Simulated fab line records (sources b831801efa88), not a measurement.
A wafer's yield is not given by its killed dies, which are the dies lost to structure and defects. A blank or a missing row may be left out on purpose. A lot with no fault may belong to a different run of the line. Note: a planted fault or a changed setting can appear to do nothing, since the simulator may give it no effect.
Which tool was responsible? | flow sky130 | 72 wafers from 24 lots sampled at 2 of the route's 708 steps

== WHAT THE GAUGES READ, wafer by wafer ==
SKY_VIA3_THK_MEAS_01. Usual: VIA3_HDPCVD_THK gives 1635 nm (standard deviation 16).
lot  | measured     | on            | VIA3_HDPCVD_THK (nm) | flag
L074 | day 38 03:25 | film metro-03 | 1633 1638 1622       |
L075 | day 38 14:31 | film metro-02 | 1650 1622 1623       |
L076 | day 39 01:38 | film metro-03 | 1605 1644 1616       |
L077 | day 39 05:20 | film metro-01 | 1606 1623 1629       |
L079 | day 39 18:55 | film metro-03 | 1629 1640 1643       |
L078 | day 39 19:12 | film metro-01 | 1628 1629 1621       |
L080 | day 40 04:13 | film metro-03 | 1640 1619 1614       |
L081 | day 40 15:46 | film metro-03 | 1663 1655 1659       |
L082 | day 40 17:17 | film metro-01 | 1642 1623 1634       |
L083 | day 40 22:22 | film metro-02 | 1620 1616 1630       |
L084 | day 41 13:44 | film metro-02 | 1627 1609 1640       |
L085 | day 41 19:10 | film metro-02 | 1658 1654 1651       |
L086 | day 42 01:18 | film metro-03 | 1627 1630 1632       |
L087 | day 42 03:23 | film metro-01 | 1658 1652 1631       |
L088 | day 42 16:14 | film metro-02 | 1659 1623 1648       |
L089 | day 42 17:13 | film metro-01 | 1641 1663 1636       |
L090 | day 43 08:14 | film metro-02 | 1624 1606 1602       |
L091 | day 43 10:50 | film metro-02 | 1660 1639 1642       |
L092 | day 43 12:57 | film metro-02 | 1622 1621 1627       |
L093 | day 43 18:54 | film metro-01 | 1630 1622 1629       |
L094 | day 44 06:14 | film metro-03 | 1607 1627 1618       |
L096 | day 44 13:40 | film metro-01 | 1660 1631 1660       |
L095 | day 44 20:06 | film metro-01 | 1655 1654 1647       |
L097 | day 45 03:26 | film metro-02 | 1643 1628 1640       |

SKY_VIA3_THK_MEAS_23: measures by xrf. Usual: VIA3_W_THK gives 404 nm (standard deviation 5.7).
lot  | measured     | on            | VIA3_W_THK (nm) | flag
L074 | day 39 04:49 | film metro-03 | 408 404 410     |
L075 | day 39 17:02 | film metro-03 | 415 410 411     |
L076 | day 40 04:01 | film metro-03 | 402 407 405     |
L077 | day 40 08:02 | film metro-03 | 413 403 411     |
L079 | day 40 21:00 | film metro-01 | 408 405 418     |
L078 | day 40 21:04 | film metro-03 | 396 401 406     |
L080 | day 41 05:38 | film metro-02 | 410 400 408     |
L081 | day 41 17:19 | film metro-01 | 411 403 412     |
L082 | day 41 18:52 | film metro-03 | 412 404 409     |
L083 | day 42 00:16 | film metro-02 | 393 393 397     |
L084 | day 42 14:53 | film metro-01 | 408 400 405     |
L085 | day 42 20:35 | film metro-03 | 410 407 406     |
L086 | day 43 01:53 | film metro-02 | 403 394 405     |
L087 | day 43 04:26 | film metro-03 | 411 413 400     |
L088 | day 43 16:35 | film metro-03 | 408 401 410     |
L089 | day 43 16:57 | film metro-01 | 414 408 412     |
L090 | day 44 08:25 | film metro-03 | 407 412 413     |
L091 | day 44 11:01 | film metro-01 | 400 404 401     |
L092 | day 44 13:16 | film metro-02 | 408 400 403     |
L093 | day 44 19:01 | film metro-03 | 404 402 403     |
L094 | day 45 05:33 | film metro-03 | 401 406 404     |
L096 | day 45 12:12 | film metro-01 | 394 398 405     |
L095 | day 45 18:48 | film metro-01 | 401 401 399     |
L097 | day 46 01:29 | film metro-01 | 394 393 387     |

== TOOL THAT RAN EACH LOT (tool first, then ch and the chambers of the sampled wafers, then the start) ==
Before these readings, the record contains no process step.

== WHAT THE TOOLS THEMSELVES READ (means of the sampled wafers that have a number; where no wafer has one, the mark that the record gives instead) ==
The record holds no such reading with a usual standard deviation.

== THE ANSWER, worked out from the rows above alone ==
Rule: a lot is off if the mean of its wafers that have a number lies more than 3 standard deviations from the usual mean. A lot without any number at a reading at which 4 lots or more have one is off too. All remaining lots with rows at the step are treated as sound. After the gauges, taken in route order, come the tools' own readings; for these a lot's mean is taken, as printed above. At the first step where some lot is off, the reading lying furthest off is the one used; lots without a number count as furthest.
None of the lots is off at any reading shown; this tells nothing.

== WHAT THE SIMULATOR HAD INSERTED ==
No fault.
